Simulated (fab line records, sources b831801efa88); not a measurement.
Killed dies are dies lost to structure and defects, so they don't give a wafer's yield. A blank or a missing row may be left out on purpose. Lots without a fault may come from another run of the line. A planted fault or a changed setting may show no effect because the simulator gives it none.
Chamber matching | flow sky130 | SKY_VIA4_CMP_21 on cmp-01: 4 sister chambers
The step polishes, stops on SiO2, t overpolish 25 s, target thk 0 nm. 4 wafers are shown with their chamber, then 12 later ones without.

WAFERS WITH THEIR CHAMBER
wafer  | chamber | time_to_endpoint_s (s)
L083.2 | 2       | 125
L083.5 | 0       | 121
L084.3 | 3       | 132
L084.6 | 1       | 116

WAFERS WITHOUT THEIR CHAMBER
wafer  | time_to_endpoint_s (s)
L087.3 | 114
L087.5 | 110
L087.6 | 131
L089.1 | 115
L089.2 | 125
L089.5 | 126
L093.2 | 122
L093.4 | 122
L093.5 | 113
L095.2 | 112
L095.4 | 125
L095.5 | 114

WHICH CHAMBER EACH WENT THROUGH
wafer  | from the rows above     | in truth
L087.3 | 1                       | 1
L087.5 | 1                       | 1
L087.6 | 3                       | 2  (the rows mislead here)
L089.1 | 1                       | 1
L089.2 | can't be placed: 2 or 0 | 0
L089.5 | can't be placed: 2 or 0 | 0
L093.2 | can't be placed: 0 or 2 | 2
L093.4 | can't be placed: 0 or 2 | 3
L093.5 | 1                       | 1
L095.2 | 1                       | 1
L095.4 | can't be placed: 2 or 0 | 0
L095.5 | 1                       | 1
Placed correctly: 6 of 12. Can't be placed from these rows: 5 (the true chamber is among the candidates in 4). Placed wrongly: 1.
How it was worked out, from the rows above alone: a wafer's distance from a chamber is the root of the sum, over the readings, of the square of ((its reading less the chamber's mean) divided by the reading's scatter). The wafer belongs to the nearest chamber; if the next one is less than 2 further off, it can't be placed. A chamber's mean is the mean of its shown wafers. The scatter: with one shown wafer a chamber, the root of the mean of the squares of how far each hidden wafer lies from its nearest shown one.
